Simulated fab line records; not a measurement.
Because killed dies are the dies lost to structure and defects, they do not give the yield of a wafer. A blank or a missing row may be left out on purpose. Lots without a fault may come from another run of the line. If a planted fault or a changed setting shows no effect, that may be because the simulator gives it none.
8D (eight disciplines) problem report, filled in by code | flow sky130 | the parts of the form that need people (team, actions taken, sign-off) are left out

== 1. THE PROBLEM ==
Wafers with no fault read 4000.1 W with a standard deviation of 0.81, whereas cathode-dc-power-W at SKY_VIA2_SPUTTER_20 reads a mean of 4216.7 W on 1 wafer of 1 lot. So: +99 or more standard deviations from the usual mean.
The step: material TiN, target thk 20 nm, time 80 s.
First observed at day 40 00:25: wafer L994.5, on pvd-sputter-03. At this step, 33 wafers from 11 lots have a number in the record. The rule behind "out" and "out of limits": a value lying over 4 standard deviations away from the usual mean. All remaining wafers that have a number are taken as sound.

== 2. WHAT IT IS, WHAT IT ISN'T ==
question                    | is                 | is not
which readings at this step | cathode-dc-power-W | throttle-valve-pct
which lots                  | L994               | L101, L103, L107, L984, L985, L987, L990, L991, L992, L996
which wafers of those lots  | L994.5             | L994.1, L994.2
read on which tools         | pvd-sputter-03     | pvd-sputter-02, pvd-sputter-04
when                        | from day 40 00:25  | up to then (20 sound wafers); but 12 sound wafers of L101, L103, L107, L996 came after

== 3. WHAT RULES OUT EACH SUSPECT ==
Counting: any tool at a process step up to the reading remains a suspect provided it ran every lot that is out. Sound lots after the first of them don't rule it out here, since some wafers of a struck lot are sound.
- rie-metal-01 at SKY_METAL2_ETCH_18 (etches BARC in N2/H2, stops on SiO2, time 45.9 s, target depth 60 nm): kept. L994, the lot that is out, went through it at day 38 21:09; up to then, the latest sound lot through it was L987 at day 36 18:38.
- rie-metal-01 at SKY_METAL2_METAL_ETCH_19 (etches the open film in Cl2/BCl3, stops on SiO2, target depth 360 nm, time 78 s): kept. L994, the lot that is out, went through it at day 38 21:13; up to then, the latest sound lot through it was L987 at day 36 18:47.
- pvd-sputter-03 at SKY_VIA2_SPUTTER_20 (material TiN, target thk 20 nm, time 80 s): kept. L994, the lot that is out, went through it at day 40 00:25; up to then, the latest sound lot through it was L992 at day 39 04:19. Its own cathode-dc-power-W readings are out on those wafers.
After the count, these remain: rie-metal-01 at SKY_METAL2_ETCH_18, rie-metal-01 at SKY_METAL2_METAL_ETCH_19 and pvd-sputter-03 at SKY_VIA2_SPUTTER_20.

== 4. THE CAUSE (what the simulator had put in) ==
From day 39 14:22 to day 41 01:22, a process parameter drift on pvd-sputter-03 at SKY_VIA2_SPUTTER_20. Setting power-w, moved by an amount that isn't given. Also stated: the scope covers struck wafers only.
This tool is one of the 3 suspects left after counting.

== 5. SEQUENCE OF EFFECTS, ordered by route ==
One row per reading whose mean, taken over the struck wafers that have a number, lies over 3 standard deviations from the usual. Scope: only readings with a usual standard deviation given in the record; hours: median across lots of the time from each lot's start at the first step in this table that gives one to its start at this step; sigmas: change in usual standard deviations.
hours | step                | reading            | usual    | on struck wafers | change | sigmas
0     | SKY_VIA2_SPUTTER_20 | cathode-dc-power-W | 4000.1 W | 4216.7           | +216.6 | +99 or more
Here are the process steps it includes:
- SKY_VIA2_SPUTTER_20: material TiN, target thk 20 nm, time 80 s.

== 6. WHAT WOULD HAVE CAUGHT IT SOONER ==
10 hours passed between the start of the fault at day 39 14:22 and the first reading out of limits in this record, taken at day 40 00:25.
